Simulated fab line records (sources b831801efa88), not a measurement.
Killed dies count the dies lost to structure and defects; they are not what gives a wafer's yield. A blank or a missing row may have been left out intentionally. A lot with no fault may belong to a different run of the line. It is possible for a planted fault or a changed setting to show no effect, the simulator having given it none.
Which of the tools did it? ; flow gf180mcu ; 12 lots with 36 wafers sampled at 5 steps, on a route of 602 steps

## WHAT THE GAUGES READ, wafer by wafer
GF_VT_IMPLANT_OVL_MEAS_07. Usual: VT_IMPLANT_OVL -1.0 nm, standard deviation 1.3.
lot;measured;on;VT_IMPLANT_OVL (nm);flag
L259;day 5 17:43;overlay-02;-1.0 -0.7 -0.3;
L261;day 6 05:55;overlay-01;-2.2 -0.1 -1.8;
L265;day 7 02:00;overlay-01;-3.3 -2.5 -4.6;
L268;day 7 19:54;overlay-01;0.5 -0.3 0.9;
L269;day 8 03:35;overlay-01;-1.7 -3.2 -3.3;
L270;day 8 10:28;overlay-01;0.3 -0.8 -0.1;
L271;day 8 13:27;overlay-02;2.2 2.0 0.8;
L272;day 8 19:22;overlay-02;-2.7 0.3 -1.3;
L273;day 9 04:22;overlay-01;0.4 -2.8 -1.3;
L275;day 9 20:39;overlay-01;-0.5 0.7 -0.8;
L281;day 11 14:30;overlay-01;-1.5 0.2 -3.8;
L282;day 11 15:15;overlay-02;-2.0 -2.2 -1.4;

GF_DUAL_GATE_THK_MEAS_03. Usual: DUAL_GATE_OXIDATION_00_THK 10.95 nm, standard deviation 0.2.
lot;measured;on;DUAL_GATE_OXIDATION_00_THK (nm);flag
L259;day 7 16:58;film metro-04;10.96 10.91 10.98;
L261;day 8 05:26;film metro-01;10.72 10.63 10.62;
L265;day 9 06:23;film metro-03;10.95 10.90 10.99;
L268;day 10 03:31;film metro-01;10.98 10.84 10.82;
L269;day 10 13:44;film metro-03;11.01 10.94 11.25;
L270;day 10 19:38;film metro-03;11.25 11.21 11.19;
L271;day 10 22:26;film metro-04;12.99 12.97 12.80;OFF
L272;day 11 03:28;film metro-04;12.80 12.82 12.92;OFF
L273;day 11 13:57;film metro-04;11.01 11.15 10.98;
L275;day 12 06:55;film metro-04;10.54 10.42 10.65;
L281;day 14 06:52;film metro-04;10.85 10.90 11.08;
L282;day 14 06:54;film metro-01;11.05 10.78 10.85;

## WHAT TOOL EACH LOT RAN ON (gives the tool, then ch and the chambers of the sampled wafers, and finally the start)
lot;GF_VT_IMPLANT_STRIP_09;GF_VT_IMPLANT_RTA_45;GF_DUAL_GATE_OXIDATION_02
L259;plasma asher-01 ch 0,1, day 5 17:53;rtp anneal-02 ch 0, day 7 14:28;furnace-01 ch 0, day 7 15:30
L261;plasma asher-02 ch 0,1, day 6 06:06;rtp anneal-01 ch 0, day 8 03:13;furnace-02 ch 0, day 8 03:58
L265;plasma asher-01 ch 0,1, day 7 02:11;rtp anneal-01 ch 0, day 9 04:11;furnace-02 ch 0, day 9 04:56
L268;plasma asher-04 ch 0,1, day 7 20:05;rtp anneal-02 ch 0, day 9 23:59;furnace-02 ch 0, day 10 02:04
L269;plasma asher-04 ch 0,1, day 8 03:47;rtp anneal-01 ch 0, day 10 09:38;furnace-02 ch 0, day 10 12:17
L270;plasma asher-04 ch 0,1, day 8 10:39;rtp anneal-02 ch 0, day 10 16:40;furnace-01 ch 0, day 10 18:11
L271;plasma asher-02 ch 0,1, day 8 13:38;rtp anneal-02 ch 0, day 10 19:19;furnace-02 ch 0, day 10 20:58
L272;plasma asher-04 ch 0,1, day 8 19:33;rtp anneal-02 ch 0, day 11 01:15;furnace-02 ch 0, day 11 02:01
L273;plasma asher-01 ch 0,1, day 9 04:33;rtp anneal-02 ch 0, day 11 11:44;furnace-01 ch 0, day 11 12:31
L275;plasma asher-04 ch 0,1, day 9 20:50;rtp anneal-02 ch 0, day 12 04:43;furnace-01 ch 0, day 12 05:28
L281;plasma asher-02 ch 0,1, day 11 14:41;rtp anneal-01 ch 0, day 14 04:05;furnace-01 ch 0, day 14 05:25
L282;plasma asher-02 ch 0,1, day 11 15:26;rtp anneal-02 ch 0, day 14 04:31;furnace-01 ch 0, day 14 05:25
- GF_VT_IMPLANT_STRIP_09: strips in O2/N2.
- GF_VT_IMPLANT_RTA_45: time 30 s.
- GF_DUAL_GATE_OXIDATION_02: stabilise 600 s, purge 300 s, target thk 10.887 nm.

## WHAT THE TOOLS THEMSELVES READ (means of the sampled wafers that have a number; where no wafer has one, the mark that the record gives instead)
GF_VT_IMPLANT_STRIP_09. Usual: drypump motor current A 5.8 A, standard deviation 0.41; heater power w 350 W, standard deviation 38; oes product au 0.716 a.u., standard deviation 0.0044; strip time to endpoint s 12.65 s, standard deviation 0.035.
lot;tool;drypump motor current A (A);heater power w (W);oes product au (a.u.);strip time to endpoint s (s);flag
L259;plasma asher-01;6.3;357;0.714;12.69;
L261;plasma asher-02;5.5;327;0.714;12.64;
L265;plasma asher-01;6.0;378;0.717;12.61;
L268;plasma asher-04;5.8;372;0.714;12.67;
L269;plasma asher-04;6.0;336;0.711;12.65;
L270;plasma asher-04;5.8;373;0.715;12.70;
L271;plasma asher-02;5.5;324;0.715;12.63;
L272;plasma asher-04;5.8;374;0.718;12.64;
L273;plasma asher-01;6.3;360;0.718;12.67;
L275;plasma asher-04;5.8;381;0.708;12.64;
L281;plasma asher-02;5.5;329;0.717;12.67;
L282;plasma asher-02;5.5;329;0.716;12.61;

GF_VT_IMPLANT_RTA_45. Usual: lamp power pct 33.8 %, standard deviation 1.8; wafer_temp_C_max 1055.1, standard deviation 1.9.
lot;tool;lamp power pct (%);wafer_temp_C_max;flag
L259;rtp anneal-02;35.3;1053.4;
L261;rtp anneal-01;31.7;1058.0;
L265;rtp anneal-01;31.7;1056.7;
L268;rtp anneal-02;35.4;1053.8;
L269;rtp anneal-01;31.7;1056.5;
L270;rtp anneal-02;35.3;1053.9;
L271;rtp anneal-02;35.3;1054.5;
L272;rtp anneal-02;35.4;1054.0;
L273;rtp anneal-02;35.3;1054.2;
L275;rtp anneal-02;35.4;1053.8;
L281;rtp anneal-01;31.6;1056.8;
L282;rtp anneal-02;35.4;1053.4;

GF_DUAL_GATE_OXIDATION_02. Usual: spike tc bottom C is 913.7 C with standard deviation 1.2, spike tc centre C is 899.4 C with standard deviation 0.9, spike tc lower C is 900.5 C with standard deviation 1.1, spike tc top C is 909.7 C with standard deviation 1.7, spike tc upper C is 899.9 C with standard deviation 1, zone power bottom pct is 30.3 % with standard deviation 0.59, and zone power centre pct is 19.2 % with standard deviation 1.3.
lot;tool;spike tc bottom C (C);spike tc centre C (C);spike tc lower C (C);spike tc top C (C);spike tc upper C (C);zone power bottom pct (%);zone power centre pct (%);flag
L259;furnace-01;912.2;900.0;900.3;907.5;900.3;29.6;20.7;
L261;furnace-02;914.3;899.9;900.6;911.4;900.0;30.6;18.2;
L265;furnace-02;915.1;899.2;901.5;910.2;899.4;30.8;18.1;
L268;furnace-02;914.2;899.5;900.9;911.5;899.4;30.6;18.1;
L269;furnace-02;913.1;900.4;899.8;911.1;899.9;30.3;18.2;
L270;furnace-01;913.1;899.0;900.6;907.8;899.2;29.4;20.7;
L271;furnace-02;931.0;914.8;916.2;926.8;915.8;32.2;18.8;OFF
L272;furnace-02;930.7;915.5;917.1;926.8;915.9;32.0;18.7;OFF
L273;furnace-01;913.3;899.2;900.9;909.3;899.8;29.8;20.5;
L275;furnace-01;912.1;898.3;900.1;906.9;899.1;29.7;20.6;
L281;furnace-01;913.2;899.1;900.2;908.1;899.2;29.5;20.5;
L282;furnace-01;912.7;899.2;900.6;908.7;899.2;29.7;20.7;

## THE ANSWER, worked out from the rows above alone
Rule: a lot is off if the mean of its wafers that have a number lies more than 3 standard deviations from the usual mean. Also off: a lot with no number at a reading for which 4 or more lots have one. The other lots that the step has rows for count as sound. First the gauges in route order, then the tools' own readings, where a lot's mean is used as printed above. The first step at which some lot is off is used, and at that step the reading that is off furthest; a lot without a number counts as furthest.
Off: L271, L272, seen at GF_DUAL_GATE_THK_MEAS_03 (DUAL_GATE_OXIDATION_00_THK).
A tool fits if, at a process step before that reading, it ran every lot that is off, and no sound lot after the first of them. Not tried: the gauges at GF_DUAL_GATE_THK_MEAS_03; whatever is off there is also off at GF_DUAL_GATE_OXIDATION_02, on other tools, and gauge error can't account for it. One candidate fits, namely furnace-02 at GF_DUAL_GATE_OXIDATION_02. Its last sound lot is L269 (day 10 12:17), its first lot that is off L271 (day 10 20:58): a fault that began between those two fits.
The tool's own readings at GF_DUAL_GATE_OXIDATION_02 bear it out: on the lots that are off they differ by more than 5 times the standard deviation of the sound lots' means. spike tc bottom C reads 930.9 C there against 913.3 C on the sound lots; spike tc centre C reads 915.1 C there against 899.4 C on the sound lots; spike tc lower C reads 916.7 C there against 900.5 C on the sound lots; spike tc top C reads 926.8 C there against 909.2 C on the sound lots; spike tc upper C reads 915.8 C there against 899.5 C on the sound lots.

## WHAT WAS PUT IN BY THE SIMULATOR
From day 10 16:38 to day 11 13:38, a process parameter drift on furnace-02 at GF_DUAL_GATE_OXIDATION_02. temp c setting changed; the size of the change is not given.
Shown lots that were struck: L271, L272. Same finding as the rule above.
